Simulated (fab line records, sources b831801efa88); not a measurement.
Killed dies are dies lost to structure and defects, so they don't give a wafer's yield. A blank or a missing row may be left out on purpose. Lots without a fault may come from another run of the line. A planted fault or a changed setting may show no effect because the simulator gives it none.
fab line records | flow sky130
record lots=13 wafers=39 last_day=50
route steps=708 shown DNWELL@43 NWELL@63 VT_ADJUST_HVTP@91 VT_ADJUST_LVTN@117 PAD_OPEN@708
lots that met no fault: from a run of the same line without faults
start_h: hours from the record's first day to the start of the lot's first wafer shown | wait_h: hours since the lot's step before | " the same as in the row above | L1.1+2: a row that stands for several wafers | - no value, or no start given | * or withheld: withheld | < > ~ a bound
route shown NAME@n: a module of which the file shows steps, and the number in the route of the first | usual: mean/standard deviation of fault-free wafers | same: alike in all rows | chamber/n: place in a boat | sites: the reading at each site | _std_site: their standard deviation | _edge_site: outer sites' mean less inner sites' | radius_mm: how far each site lies from the wafer's centre | mask NAME#n: copy n | behind: the tool/chamber that last shaped the wafer | hold: why the lot was held/for how many hours/how that ended | device: the transistor (n, p or np) that didn't switch | end of line: the same wafers' tests at the end of the route | a step without rows: its recipe alone | killed: dies lost to structure and defects at the first sort, not the wafer's yield | map: a wafer's dies, x killed, . not, _ none there
set.NAME: the setting as run; set.NAME@STEP: as run at that earlier step | model.NAME: the simulator's own value behind a step, which no gauge read
steps of the route over a sample of lots; a table a step, a row a wafer
services: from which hour (start_h, from the record's first day; less than 0 if before it) a tool's chamber was out of use, for how many hours, and why
## steps
# step SKY_DNWELL_STRIP_08
# recipe chemistry=O2/N2 power_w=1400 pressure_mtorr=1500 platen_temp_c=withheld o2_flow_sccm=3000 n2_flow_sccm=300 overash_fraction=0.5
# usual drypump_motor_current_A=5.73/0.23 oes_product_au=0.722/0.0044 strip_time_to_endpoint_s=36.95/0.094
# columns lot.wafer tool chamber start_h wait_h drypump_motor_current_A oes_product_au rf_hours_counter_h strip_time_to_endpoint_s
L615.2 plasma_asher-02 1 57.33 0.1 5.57 0.715 35 36.98
L615.3 " 1 " " 5.55 0.722 - 36.83
L615.4 " 0 " " 5.41 0.724 - 36.93
L618.2 plasma_asher-02 0 75.28 0.1 5.43 0.727 38 37.02
L618.3 " 1 " " 5.57 0.713 - 37.01
L618.5 " 0 " " 5.41 0.717 - 36.99
L619.2 plasma_asher-03 1 77.18 0.1 5.94 0.721 26 37.06
L619.5 " 0 " " 5.96 0.716 - 37.02
L619.6 " 1 " " 5.89 0.719 - 36.94
L621.3 plasma_asher-03 1 89.01 0.1 5.88 0.721 - 36.97
L621.4 " 0 " " 5.92 0.716 - 36.96
L621.6 " 1 " " 5.90 0.724 - 37.10
L622.1 plasma_asher-01 0 93.96 0.1 5.57 0.723 44 37.07
L622.3 " 1 " " 5.98 0.720 - 36.97
L622.4 " 0 " " 5.58 0.727 - 36.84
L624.2 plasma_asher-01 0 106.13 0.1 5.53 0.722 45 36.94
L624.4 " 1 " " 6.03 0.719 - 36.93
L624.6 " 0 " " 5.58 0.727 - 36.86
L625.1 plasma_asher-01 1 110.71 0.1 5.97 0.721 46 36.90
L625.2 " 0 " " 5.56 0.721 46 36.77
L625.6 " 0 " " 5.55 0.719 - 36.84
L626.1 plasma_asher-03 0 117.71 0.1 5.93 0.721 30 36.98
L626.4 " 1 " " 5.96 0.725 - 36.86
L626.5 " 1 " " 5.90 0.727 - 36.96
L627.3 plasma_asher-03 0 124.05 0.1 5.98 0.720 - 37.03
L627.4 " 1 " " 5.89 0.728 - 36.95
L627.5 " 1 " " 5.94 0.722 - 36.93
L631.1 plasma_asher-01 0 145.61 0.1 5.55 0.719 49 36.99
L631.3 " 0 " " 5.54 0.729 - 36.90
L631.6 " 0 " " 5.55 0.717 - 36.91
L632.1 plasma_asher-03 1 153.41 0.1 5.89 0.720 33 37.12
L632.2 " 0 " " 5.96 0.723 33 37.13
L632.5 " 1 " " 5.90 0.720 - 37.08
L636.2 plasma_asher-02 1 171.76 0.1 5.55 0.718 5 37.05
L636.4 " 1 " " 5.56 0.730 - 37.06
L636.5 " 0 " " 5.42 0.729 - 37.12
L637.1 plasma_asher-01 1 179.28 0.1 6.00 0.724 53 36.84
L637.5 " 0 " " 5.55 0.723 - 36.93
L637.6 " 1 " " 5.99 0.719 - 36.83
# step SKY_NWELL_OVL_MEAS_10
# usual NWELL_00_OVL=-0.4/1.5
# columns lot.wafer tool chamber start_h wait_h NWELL_00_OVL[nm]
L615.2 overlay-02 - 89.67 - -3.3
L615.3 " - " " -1.5
L615.4 " - " " -1.8
L618.2 overlay-02 - 109.20 - -2.8
L618.3 " - " " 0.1
L618.5 " - " " 0.3
L619.2 overlay-02 - 111.52 - 2.5
L619.5 " - " " 2.6
L619.6 " - " " 2.7
L621.3 overlay-02 - 124.22 - 0.2
L621.4 " - " " 1.0
L621.6 " - " " 3.4
L622.1 overlay-02 - 129.80 - -1.6
L622.3 " - " " -1.7
L622.4 " - " " -2.7
L624.2 overlay-01 - 143.72 - -0.3
L624.4 " - " " -0.6
L624.6 " - " " 1.0
L625.1 overlay-02 - 148.51 - -0.3
L625.2 " - " " 0.3
L625.6 " - " " -1.5
L626.1 overlay-01 - 157.06 - -0.1
L626.4 " - " " 0.8
L626.5 " - " " -0.3
L627.3 overlay-01 - 163.42 - 0.9
L627.4 " - " " 0.0
L627.5 " - " " 0.0
L631.1 overlay-01 - 185.61 - -1.2
L631.3 " - " " -1.9
L631.6 " - " " -1.9
L632.1 overlay-02 - 194.75 - 1.8
L632.2 " - " " -0.2
L632.5 " - " " -1.6
L636.2 overlay-01 - 215.32 - -1.2
L636.4 " - " " 1.0
L636.5 " - " " -0.4
L637.1 overlay-02 - 223.06 - 0.2
L637.5 " - " " 0.6
L637.6 " - " " 1.6
# step SKY_VT_ADJUST_HVTP_DEVELOP_06
# recipe resist=NOVOLAK developer=TMAH develop_time_s=60 dev_temp_c=23
# usual developer_temp_C=23.02/0.1
# columns lot.wafer tool chamber start_h wait_h developer_temp_C
L615.2 litho_track-02 0 125.79 0.1 23.24
L615.3 " 0 " " 23.24
L615.4 " 0 " " 23.10
L618.2 litho_track-03 0 147.65 0.1 23.06
L618.3 " 0 " " 22.98
L618.5 " 0 " " 23.08
L619.2 litho_track-01 0 149.77 0.1 22.98
L619.5 " 0 " " 23.11
L619.6 " 0 " " 23.15
L621.3 litho_track-01 0 164.85 0.1 22.82
L621.4 " 0 " " 22.98
L621.6 " 0 " " 22.78
L622.1 litho_track-03 0 169.83 0.1 23.05
L622.3 " 0 " " 22.97
L622.4 " 0 " " 23.09
L624.2 litho_track-01 0 185.62 0.1 23.00
L624.4 " 0 " " 22.98
L624.6 " 0 " " 23.10
L625.1 litho_track-02 0 190.46 0.1 22.84
L625.2 " 0 " " 22.98
L625.6 " 0 " " 22.97
L626.1 litho_track-01 0 200.05 0.1 23.05
L626.4 " 0 " " 23.06
L626.5 " 0 " " 23.18
L627.3 litho_track-03 0 205.68 0.1 23.02
L627.4 " 0 " " 22.92
L627.5 " 0 " " 22.94
L631.1 litho_track-03 0 230.88 0.1 21.99
L631.3 " 0 " " 22.14
L631.6 " 0 " " 22.17
L632.1 litho_track-03 0 241.23 0.1 22.01
L632.2 " 0 " " 21.99
L632.5 " 0 " " 22.08
L636.2 litho_track-01 0 263.32 0.1 22.83
L636.4 " 0 " " 23.03
L636.5 " 0 " " 23.12
L637.1 litho_track-02 0 270.66 0.1 23.03
L637.5 " 0 " " 23.03
L637.6 " 0 " " 23.00
# step SKY_VT_ADJUST_LVTN_STRIP_20
# recipe chemistry=O2/N2 power_w=1400 pressure_mtorr=1500 platen_temp_c=withheld o2_flow_sccm=3000 n2_flow_sccm=300 overash_fraction=0.5
# usual drypump_motor_current_A=5.75/0.24 oes_product_au=0.715/0.0041 strip_time_to_endpoint_s=14.22/0.036
# columns lot.wafer tool chamber start_h wait_h drypump_motor_current_A oes_product_au rf_hours_counter_h strip_time_to_endpoint_s
L615.2 plasma_asher-03 1 165.85 0.1 5.90 0.717 35 14.23
L615.3 " 1 " " 5.89 0.712 - 14.25
L615.4 " 0 " " 5.98 0.710 - 14.24
L618.2 plasma_asher-02 0 189.20 0.1 5.42 0.712 7 14.24
L618.3 " 1 " " 5.58 0.710 - 14.28
L618.5 " 1 " " 5.57 0.717 - 14.30
L619.2 plasma_asher-02 1 191.45 0.1 5.55 0.723 7 14.21
L619.5 " 1 " " 5.54 0.718 - 14.26
L619.6 " 0 " " 5.41 0.717 - 14.22
L621.3 plasma_asher-03 0 208.05 0.1 5.94 0.715 - 14.22
L621.4 " 1 " " 5.89 0.718 - 14.20
L621.6 " 0 " " 5.96 0.711 - 14.20
L622.1 plasma_asher-03 1 213.02 0.1 5.90 0.711 38 14.22
L622.3 " 1 " " 5.89 0.710 - 14.21
L622.4 " 0 " " 5.95 0.721 - 14.21
L624.2 plasma_asher-01 1 229.95 0.1 6.01 0.708 58 14.27
L624.4 " 1 " " 6.05 0.715 - 14.28
L624.6 " 0 " " 5.54 0.715 - 14.27
L625.1 plasma_asher-02 0 235.05 0.1 5.44 0.713 12 14.22
L625.2 " 1 " " 5.55 0.716 12 14.22
L625.6 " 0 " " 5.42 0.710 - 14.26
L626.1 plasma_asher-03 1 245.95 0.1 5.92 0.710 41 14.21
L626.4 " 0 " " 5.96 0.715 - 14.19
L626.5 " 1 " " 5.88 0.711 - 14.19
L627.3 plasma_asher-02 0 252.18 0.1 5.43 0.715 - 14.24
L627.4 " 1 " " 5.56 0.713 - 14.18
L627.5 " 1 " " 5.57 0.712 - 14.21
L631.1 plasma_asher-01 0 278.16 0.1 5.55 0.710 63 14.22
L631.3 " 1 " " 6.04 0.718 - 14.28
L631.6 " 1 " " 6.06 0.712 - 14.22
L632.1 plasma_asher-01 1 291.06 0.1 6.00 0.716 64 14.21
L632.2 " 0 " " 5.57 0.711 64 14.21
L632.5 " 1 " " 6.01 0.713 - 14.18
L636.2 plasma_asher-01 1 313.85 0.1 6.05 0.710 66 14.24
L636.4 " 0 " " 5.55 0.713 - 14.21
L636.5 " 1 " " 6.08 0.709 - 14.18
L637.1 plasma_asher-01 1 320.90 0.1 6.04 0.712 67 14.14
L637.5 " 0 " " 5.55 0.720 - 14.16
L637.6 " 1 " " 6.02 0.717 - 14.19
# step SKY_PAD_OPEN_PROBE_99
# usual killed_at_M0_to_M3=44/6 killed_at_M4_up=2.9/1.5 killed_at_contacts=24/4.9 killed_at_front_end=16/4.3 killed_at_other=0.3/0.54 killed_dies=87/8.7 killed_open=48/6.7 killed_short=39/5.9
# same gross_dies=492 killed_at_back_side=0
# columns lot.wafer tool chamber start_h wait_h killed_at_M0_to_M3 killed_at_M4_up killed_at_contacts killed_at_front_end killed_at_other killed_dies killed_open killed_short
L615.2 prober-01 - 1085.93 0.1 41 2 36 13 1 93 49 44
L615.3 prober-01 - 1085.98 0.2 40 3 28 12 1 84 44 40
L615.4 prober-01 - 1086.03 0.2 41 1 26 14 3 85 43 42
L618.2 prober-01 - 1103.48 0.1 43 2 22 22 0 89 50 39
L618.3 prober-01 - 1103.53 0.2 35 0 26 25 0 86 46 40
L618.5 prober-01 - 1103.63 0.2 42 2 26 17 1 88 56 32
L619.2 prober-02 - 1103.48 0.1 52 1 21 15 0 89 57 32
L619.5 prober-02 - 1103.63 0.2 42 6 18 16 0 82 40 42
L619.6 prober-02 - 1103.68 0.2 35 5 22 18 0 80 46 34
L621.3 prober-01 - 1120.30 0.2 47 6 18 21 0 92 53 38
L621.4 prober-01 - 1120.35 0.2 38 3 23 13 0 77 47 29
L621.6 prober-01 - 1120.45 0.2 46 3 19 18 0 86 47 39
L622.1 prober-02 - 1120.53 0.1 44 3 26 13 0 86 40 46
L622.3 prober-02 - 1120.63 0.2 41 4 24 13 0 82 38 44
L622.4 prober-02 - 1120.68 0.2 49 1 30 17 1 98 56 42
L624.2 prober-02 - 1135.50 0.1 44 2 22 14 0 82 42 39
L624.4 prober-02 - 1135.60 0.2 44 4 22 16 0 86 48 38
L624.6 prober-02 - 1135.70 0.2 51 2 19 17 0 89 50 39
L625.1 prober-01 - 1137.50 0.1 42 4 29 17 1 93 48 45
L625.2 prober-01 - 1137.55 0.1 42 3 24 13 0 82 46 36
L625.6 prober-01 - 1137.75 0.2 31 4 26 22 0 83 54 29
L626.1 prober-02 - 1147.67 0.1 33 6 25 14 0 78 40 37
L626.4 prober-02 - 1147.82 0.2 46 4 34 19 0 103 54 49
L626.5 prober-02 - 1147.87 0.2 51 3 24 19 0 97 36 60
L627.3 prober-01 - 1152.27 0.2 35 1 25 18 1 80 43 37
L627.4 prober-01 - 1152.32 0.2 51 5 18 17 0 91 55 36
L627.5 prober-01 - 1152.37 0.2 50 3 21 15 0 89 46 43
L631.1 prober-01 - 1169.02 0.1 55 3 18 12 0 88 52 36
L631.3 prober-01 - 1169.12 0.2 46 5 28 13 0 92 50 41
L631.6 prober-01 - 1169.27 0.2 51 3 21 11 0 86 46 40
L632.1 prober-02 - 1181.08 0.1 39 2 22 17 1 81 43 36
L632.2 prober-02 - 1181.13 0.1 43 2 28 13 2 88 50 36
L632.5 prober-02 - 1181.28 0.2 43 3 32 16 1 95 51 43
L636.2 prober-02 - 1193.60 0.1 35 1 27 17 0 80 41 39
L636.4 prober-02 - 1193.70 0.2 38 1 12 17 1 69 43 26
L636.5 prober-02 - 1193.75 0.2 36 4 29 13 1 83 57 26
L637.1 prober-01 - 1198.35 0.1 39 3 31 16 0 89 48 40
L637.5 prober-01 - 1198.55 0.2 38 2 21 16 1 78 37 40
L637.6 prober-01 - 1198.60 0.2 60 0 31 9 0 100 55 45
# killed by level:class
L615.2 VIA1:geometric_particle:open=13 CONTACT:geometric_particle:open=12 FIELD_ISO:geometric_particle:short=9 CONTACT:geometric_particle:short=9 LI_CONTACT:geometric_particle:open=8 VIA3:geometric_particle:open=5 METAL1:geometric_particle:short=5 VIA2:geometric_particle:short=5
L615.3 CONTACT:geometric_particle:open=14 VIA1:geometric_particle:open=11 CONTACT:geometric_particle:short=8 METAL2:geometric_particle:short=6 LI_CONTACT:geometric_particle:open=5 VIA2:geometric_particle:short=5 SPACER:geometric_particle:short=4 VIA3:geometric_particle:short=4
L615.4 VIA1:geometric_particle:open=16 CONTACT:geometric_particle:open=10 VIA1:geometric_particle:short=8 FIELD_ISO:geometric_particle:short=6 LI_CONTACT:geometric_particle:open=6 METAL1:geometric_particle:short=5 CONTACT:geometric_particle:short=4 LI_CONTACT:geometric_particle:short=3
L618.2 POLY_GATE:geometric_particle:open=10 LOCAL_INTERCONNECT:geometric_particle:short=8 VIA1:geometric_particle:open=7 VIA2:geometric_particle:open=6 CONTACT:geometric_particle:open=6 VIA3:geometric_particle:open=6 METAL1:geometric_particle:open=5 FIELD_ISO:geometric_particle:short=4
L619.2 VIA1:geometric_particle:open=17 LI_CONTACT:geometric_particle:open=8 CONTACT:geometric_particle:open=8 VIA3:geometric_particle:short=8 METAL1:geometric_particle:short=7 POLY_GATE:geometric_particle:open=6 VIA3:geometric_particle:open=5 VIA2:geometric_particle:open=4
L618.3 CONTACT:geometric_particle:open=11 VIA1:geometric_particle:open=9 POLY_GATE:geometric_particle:short=6 FIELD_ISO:geometric_particle:open=5 POLY_GATE:geometric_particle:open=5 VIA3:geometric_particle:open=5 LI_CONTACT:geometric_particle:open=5 FIELD_ISO:geometric_particle:short=4
L618.5 CONTACT:geometric_particle:open=11 VIA1:geometric_particle:open=10 LI_CONTACT:geometric_particle:open=8 VIA3:geometric_particle:open=8 VIA1:geometric_particle:short=7 VIA2:geometric_particle:open=6 CONTACT:geometric_particle:short=5 FIELD_ISO:geometric_particle:short=4
L619.5 METAL1:geometric_particle:short=9 LI_CONTACT:geometric_particle:open=8 VIA1:geometric_particle:open=7 VIA2:geometric_particle:open=6 FIELD_ISO:geometric_particle:short=5 VIA2:geometric_particle:short=5 CONTACT:geometric_particle:open=5 METAL2:geometric_particle:short=5
L619.6 CONTACT:geometric_particle:open=8 METAL1:geometric_particle:short=7 VIA1:geometric_particle:open=7 FIELD_ISO:geometric_particle:open=6 LI_CONTACT:geometric_particle:open=6 METAL2:geometric_particle:short=5 VIA3:geometric_particle:open=5 CONTACT:geometric_particle:short=4
L621.3 VIA1:geometric_particle:open=11 VIA2:geometric_particle:open=8 CONTACT:geometric_particle:open=7 POLY_GATE:geometric_particle:short=6 VIA3:geometric_particle:open=6 VIA1:geometric_particle:short=6 FIELD_ISO:geometric_particle:open=5 LI_CONTACT:geometric_particle:open=5
L621.4 VIA1:geometric_particle:open=15 CONTACT:geometric_particle:open=12 LI_CONTACT:geometric_particle:open=5 VIA1:geometric_particle:short=5 METAL3:geometric_particle:short=4 FIELD_ISO:geometric_particle:short=3 CONTACT:geometric_particle:short=3 VIA2:geometric_particle:short=3
L621.6 VIA1:geometric_particle:open=13 VIA2:geometric_particle:open=8 CONTACT:geometric_particle:short=7 CONTACT:geometric_particle:open=6 POLY_GATE:geometric_particle:short=6 VIA1:geometric_particle:short=5 LI_CONTACT:geometric_particle:open=4 METAL2:geometric_particle:short=4
L622.1 CONTACT:geometric_particle:open=10 LI_CONTACT:geometric_particle:open=6 METAL3:geometric_particle:short=5 METAL2:geometric_particle:short=5 VIA2:geometric_particle:short=5 VIA2:geometric_particle:open=5 VIA3:geometric_particle:short=5 FIELD_ISO:geometric_particle:open=4
L622.3 CONTACT:geometric_particle:open=8 CONTACT:geometric_particle:short=7 VIA1:geometric_particle:short=6 METAL2:geometric_particle:short=6 LOCAL_INTERCONNECT:geometric_particle:short=5 VIA1:geometric_particle:open=5 METAL2:geometric_particle:open=5 VIA3:geometric_particle:open=5
L622.4 VIA1:geometric_particle:open=14 LOCAL_INTERCONNECT:geometric_particle:short=11 METAL2:geometric_particle:short=7 CONTACT:geometric_particle:open=7 VIA2:geometric_particle:open=6 VIA3:geometric_particle:open=6 FIELD_ISO:geometric_particle:open=4 POLY_GATE:geometric_particle:open=4
L624.2 LI_CONTACT:geometric_particle:open=11 VIA1:geometric_particle:open=11 VIA1:geometric_particle:short=6 METAL1:geometric_particle:short=6 POLY_GATE:geometric_particle:short=5 METAL2:geometric_particle:short=5 VIA3:geometric_particle:open=5 CONTACT:geometric_particle:open=4
L624.4 VIA1:geometric_particle:open=14 LOCAL_INTERCONNECT:geometric_particle:short=7 VIA3:geometric_particle:open=7 POLY_GATE:geometric_particle:open=5 CONTACT:geometric_particle:open=5 METAL2:geometric_particle:short=5 VIA2:geometric_particle:open=5 LI_CONTACT:geometric_particle:open=4
L624.6 VIA2:geometric_particle:open=11 VIA1:geometric_particle:open=10 LI_CONTACT:geometric_particle:open=8 VIA1:geometric_particle:short=8 POLY_GATE:geometric_particle:open=6 METAL2:geometric_particle:short=5 VIA3:geometric_particle:open=5 FIELD_ISO:geometric_particle:open=4
L625.1 VIA1:geometric_particle:open=12 CONTACT:geometric_particle:open=10 METAL2:geometric_particle:short=8 LI_CONTACT:geometric_particle:open=6 CONTACT:geometric_particle:short=6 FIELD_ISO:geometric_particle:open=5 FIELD_ISO:geometric_particle:short=5 VIA2:geometric_particle:open=5
L625.2 CONTACT:geometric_particle:open=9 VIA1:geometric_particle:open=8 CONTACT:geometric_particle:short=6 VIA2:geometric_particle:open=6 POLY_GATE:geometric_particle:open=5 LOCAL_INTERCONNECT:geometric_particle:short=5 VIA3:geometric_particle:open=5 METAL2:geometric_particle:short=5
L625.6 VIA1:geometric_particle:open=14 CONTACT:geometric_particle:open=11 POLY_GATE:geometric_particle:open=9 POLY_GATE:geometric_particle:short=6 LI_CONTACT:geometric_particle:open=6 VIA3:geometric_particle:open=6 FIELD_ISO:geometric_particle:short=4 CONTACT:geometric_particle:short=4
L626.1 CONTACT:geometric_particle:open=10 CONTACT:geometric_particle:short=7 METAL1:geometric_particle:short=6 VIA2:geometric_particle:open=6 FIELD_ISO:geometric_particle:short=4 LI_CONTACT:geometric_particle:open=4 LOCAL_INTERCONNECT:geometric_particle:short=4 VIA1:geometric_particle:open=4
L626.4 CONTACT:geometric_particle:open=12 VIA1:geometric_particle:open=10 LI_CONTACT:geometric_particle:open=8 VIA3:geometric_particle:short=7 LOCAL_INTERCONNECT:geometric_particle:short=7 VIA3:geometric_particle:open=7 CONTACT:geometric_particle:short=6 POLY_GATE:geometric_particle:short=5
L626.5 POLY_GATE:geometric_particle:short=9 VIA1:geometric_particle:open=9 CONTACT:geometric_particle:open=8 FIELD_ISO:geometric_particle:short=6 METAL2:geometric_particle:short=6 VIA3:geometric_particle:short=6 LI_CONTACT:geometric_particle:short=5 CONTACT:geometric_particle:short=5
L627.3 VIA1:geometric_particle:open=9 LI_CONTACT:geometric_particle:open=8 LOCAL_INTERCONNECT:geometric_particle:short=8 VIA3:geometric_particle:open=7 FIELD_ISO:geometric_particle:short=5 CONTACT:geometric_particle:open=5 CONTACT:geometric_particle:short=4 VIA2:geometric_particle:open=4
L627.4 VIA3:geometric_particle:open=12 VIA1:geometric_particle:open=10 LI_CONTACT:geometric_particle:open=7 VIA2:geometric_particle:open=6 CONTACT:geometric_particle:open=6 FIELD_ISO:geometric_particle:open=5 METAL3:geometric_particle:short=5 METAL4:geometric_particle:short=5
L627.5 VIA1:geometric_particle:open=16 VIA2:geometric_particle:short=7 POLY_GATE:geometric_particle:open=6 LI_CONTACT:geometric_particle:open=6 CONTACT:geometric_particle:short=6 VIA1:geometric_particle:short=6 METAL2:geometric_particle:short=5 VIA2:geometric_particle:open=5
L631.1 CONTACT:geometric_particle:open=12 VIA1:geometric_particle:open=12 VIA2:geometric_particle:open=8 VIA2:geometric_particle:short=7 VIA3:geometric_particle:open=7 METAL2:geometric_particle:short=5 VIA1:geometric_particle:short=4 METAL2:geometric_particle:open=4
L631.3 VIA2:geometric_particle:open=11 VIA1:geometric_particle:open=10 LI_CONTACT:geometric_particle:open=7 CONTACT:geometric_particle:open=7 VIA3:geometric_particle:open=7 CONTACT:geometric_particle:short=6 METAL2:geometric_particle:short=5 METAL4:geometric_particle:short=5
L631.6 VIA2:geometric_particle:open=12 VIA1:geometric_particle:open=10 METAL1:geometric_particle:short=8 LI_CONTACT:geometric_particle:open=7 METAL2:geometric_particle:short=6 LOCAL_INTERCONNECT:geometric_particle:short=4 CONTACT:geometric_particle:open=4 VIA3:geometric_particle:open=4
L632.1 VIA2:geometric_particle:open=9 LI_CONTACT:geometric_particle:open=8 VIA1:geometric_particle:open=7 POLY_GATE:geometric_particle:short=5 CONTACT:geometric_particle:short=5 METAL1:geometric_particle:short=5 VIA3:geometric_particle:open=4 LOCAL_INTERCONNECT:geometric_particle:short=4
L632.2 CONTACT:geometric_particle:open=13 VIA1:geometric_particle:open=7 METAL2:geometric_particle:short=7 VIA2:geometric_particle:open=7 VIA2:geometric_particle:short=6 VIA3:geometric_particle:open=5 LI_CONTACT:geometric_particle:open=5 CONTACT:geometric_particle:short=5
L632.5 CONTACT:geometric_particle:open=15 VIA1:geometric_particle:short=9 VIA2:geometric_particle:open=7 LI_CONTACT:geometric_particle:open=7 CONTACT:geometric_particle:short=5 METAL1:geometric_particle:short=5 VIA1:geometric_particle:open=5 METAL2:geometric_particle:short=4
L636.2 POLY_GATE:geometric_particle:short=8 CONTACT:geometric_particle:open=8 LI_CONTACT:geometric_particle:open=7 VIA2:geometric_particle:open=7 VIA1:geometric_particle:short=6 METAL1:geometric_particle:short=6 FIELD_ISO:geometric_particle:open=5 VIA1:geometric_particle:open=5
L636.4 VIA3:geometric_particle:open=9 VIA2:geometric_particle:open=8 VIA1:geometric_particle:open=8 FIELD_ISO:geometric_particle:short=4 CONTACT:geometric_particle:short=4 CONTACT:geometric_particle:open=4 METAL1:geometric_particle:short=4 FIELD_ISO:geometric_particle:open=3
L636.5 VIA1:geometric_particle:open=9 LI_CONTACT:geometric_particle:open=8 CONTACT:geometric_particle:open=8 VIA3:geometric_particle:open=8 POLY_GATE:geometric_particle:open=7 VIA2:geometric_particle:open=7 LOCAL_INTERCONNECT:geometric_particle:short=5 LI_CONTACT:geometric_particle:short=3
L637.1 CONTACT:geometric_particle:open=11 LI_CONTACT:geometric_particle:open=9 VIA1:geometric_particle:open=9 LOCAL_INTERCONNECT:geometric_particle:short=7 FIELD_ISO:geometric_particle:open=6 VIA3:geometric_particle:open=6 METAL1:geometric_particle:short=6 VIA2:geometric_particle:short=5
L637.5 VIA1:geometric_particle:open=11 LI_CONTACT:geometric_particle:open=9 FIELD_ISO:geometric_particle:short=7 CONTACT:geometric_particle:short=6 VIA3:geometric_particle:open=5 POLY_GATE:geometric_particle:short=4 METAL1:geometric_particle:short=4 VIA1:geometric_particle:short=4
L637.6 CONTACT:geometric_particle:open=14 VIA1:geometric_particle:open=12 VIA3:geometric_particle:open=11 METAL1:geometric_particle:short=8 LI_CONTACT:geometric_particle:open=7 METAL2:geometric_particle:short=7 VIA1:geometric_particle:short=6 CONTACT:geometric_particle:short=6
## services
# columns tool chamber start_h hours kind
plasma_asher-02 - 33.49 1.4 repair
plasma_asher-03 - 56.05 15.6 pm
plasma_asher-02 - 108.75 9.0 pm
plasma_asher-02 0 108.75 9.0 vent_cycle
plasma_asher-02 1 108.75 9.0 vent_cycle
plasma_asher-02 0 117.75 - clean
plasma_asher-02 1 117.75 - clean
plasma_asher-02 - 163.06 2.0 repair
plasma_asher-03 - 169.87 14.6 pm
## key
first_sign step=SKY_VT_ADJUST_HVTP_DEVELOP_06 reading=developer_temp_C direction=down sigmas=9.3 usual=* struck=*
effect none on later readings
met_at SKY_VT_ADJUST_HVTP_DEVELOP_06
struck_lots L631,L632
tester_left_out L631,L632
not_acting_at SKY_DNWELL_STRIP_08,SKY_NWELL_OVL_MEAS_10,SKY_VT_ADJUST_LVTN_STRIP_20
onset_between 205.68 230.88
fault kind=process_parameter_drift tool=litho_track-03 chamber=- onset_h=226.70 steps=SKY_VT_ADJUST_HVTP_DEVELOP_06 channel=dev_temp_c offset=* shape=step end_h=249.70 acts_in=* stated=*
# tester_left_out: of these lots the tester's yield and bins aren't shown, on N5 and GAA mostly nor the transistor test; their killed dies are dies lost to structure and defects alone, not to doping, threshold or leakage, so they don't give the yield
